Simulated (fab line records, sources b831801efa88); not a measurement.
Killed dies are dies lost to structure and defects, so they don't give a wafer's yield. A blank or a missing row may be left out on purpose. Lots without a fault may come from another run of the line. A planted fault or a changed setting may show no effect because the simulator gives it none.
Problem report in the 8D (eight disciplines) form, filled by code | flow sky130 | the parts of the form that need people (team, actions taken, sign-off) are left out

1. THE PROBLEM
METAL1_ALCU_RS at SKY_METAL1_RS_MEAS_05 reads a mean of 0.1341 ohm/sq on 1 wafer of 1 lot; wafers without a fault read 0.1262 ohm/sq with a standard deviation of 0.0017. That is +4.6 standard deviations from the usual mean.
The step: measures by four-point-probe.
First seen on wafer L398.6, day 37 16:25, on film_metro-03. The record holds 15 wafers of 5 lots with a number at this step. Rule for "out", or "out of limits": more than 4 standard deviations from the usual mean. The other wafers with a number count as sound.

2. WHAT IT IS AND WHAT IT IS NOT
question                    | is                | is not
which readings at this step | METAL1_ALCU_RS    | -
which lots                  | L398              | L381, L389, L401, L402
which wafers of those lots  | L398.6            | L398.2, L398.5
read on which gauges        | film_metro-03     | film_metro-01, film_metro-02
when                        | from day 37 16:25 | up to then (8 sound wafers); but 6 sound wafers of L401, L402 came after

3. SUSPECTS, AND WHAT RULES EACH OUT
Counting: a tool at a process step up to the reading stays a suspect if it ran every lot that is out. Sound lots after the first of them don't rule it out here, since some wafers of a struck lot are sound.
- the gauge at SKY_METAL1_RS_MEAS_05: kept. All the wafers that are out were read on film_metro-03, and no step on other tools shows them out.
- rie_diel-01 at SKY_CONTACT_ETCH_18 (etches Si3N4 in CHF3/O2, stops on TiN, time 39 s, target depth 75 nm): kept. It ran the lot that is out, L398 (day 37 15:40); its last sound lot up to then is L389 (day 35 02:54). SKY_CONTACT_ETCH_18 gives no start for some lots, so the hours and the order of its lots are those of SKY_CONTACT_CVD_24.
- cvd_w-02 at SKY_CONTACT_CVD_24 (deposits W, target thk 340 nm, time 102.12 s): kept. It ran the lot that is out, L398 (day 37 15:40).
- cmp-01 at SKY_CONTACT_CMP_27 (polishes, stops on SiO2, t overpolish 15 s, target thk 0 nm): kept. It ran the lot that is out, L398 (day 37 16:00).
- pvd_sputter-04 at SKY_METAL1_SPUTTER_02 (material AlCu, target thk 250 nm, time 13.3 s): kept. It ran the lot that is out, L398 (day 37 16:18); its last sound lot up to then is L381 (day 33 08:08).
- pvd_sputter-04 at SKY_METAL1_SPUTTER_04 (material TiN, target thk 70 nm, time 58.3 s): kept. It ran the lot that is out, L398 (day 37 16:20); its last sound lot up to then is L381 (day 33 08:11).
- Within rie_diel-01 at SKY_CONTACT_ETCH_18: the wafers that are out ran in chamber 1; their sound lot-mates ran in chambers 0, 3.
- Within cvd_w-02 at SKY_CONTACT_CVD_24: the wafers that are out ran in chamber 0; their sound lot-mates ran in chamber 1.
- Within cmp-01 at SKY_CONTACT_CMP_27: the wafers that are out ran in chamber 2; their sound lot-mates ran in chamber 3.
Left after counting: rie_diel-01 at SKY_CONTACT_ETCH_18, cvd_w-02 at SKY_CONTACT_CVD_24, cmp-01 at SKY_CONTACT_CMP_27, pvd_sputter-04 at SKY_METAL1_SPUTTER_02, pvd_sputter-04 at SKY_METAL1_SPUTTER_04, film_metro-03 at SKY_METAL1_RS_MEAS_05.

4. THE CAUSE (what the simulator had put in)
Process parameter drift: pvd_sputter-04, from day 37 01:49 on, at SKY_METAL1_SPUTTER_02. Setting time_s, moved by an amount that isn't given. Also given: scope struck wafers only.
Counting left 6 suspects, and this tool is among them.

5. THE CHAIN OF EFFECTS, in route order
Each row: a reading whose mean over the struck wafers that have a number lies more than 3 standard deviations from the usual. Only readings for which the record gives a usual standard deviation are gone through. hours: the time from each lot's start at the first step in this table that gives one to its start at this step, as a median over the lots. sigmas: the change in usual standard deviations.
hours | step                   | reading         | usual         | on struck wafers | change  | sigmas
0     | SKY_METAL1_RS_MEAS_05  | METAL1_ALCU_RS  | 0.1262 ohm/sq | 0.1341           | +0.0079 | +4.6
0     | SKY_METAL1_THK_MEAS_06 | METAL1_ALCU_THK | 246 nm        | 234              | -12     | -3.2

6. WHAT WOULD HAVE CAUGHT IT SOONER
In this record the first reading out of limits at a measuring or inspecting step was taken at day 37 16:25, 15 hours after the fault began at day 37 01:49.
Of the tool readings at SKY_METAL1_SPUTTER_02 for which the record gives a usual standard deviation, none was out on any struck wafer, so an alarm limit of 4 standard deviations on them would not have fired.
All the lots that are out (1) had begun SKY_METAL1_SPUTTER_02 on pvd_sputter-04 by day 37 16:25. A hold on the tool at that time would have spared none of them.
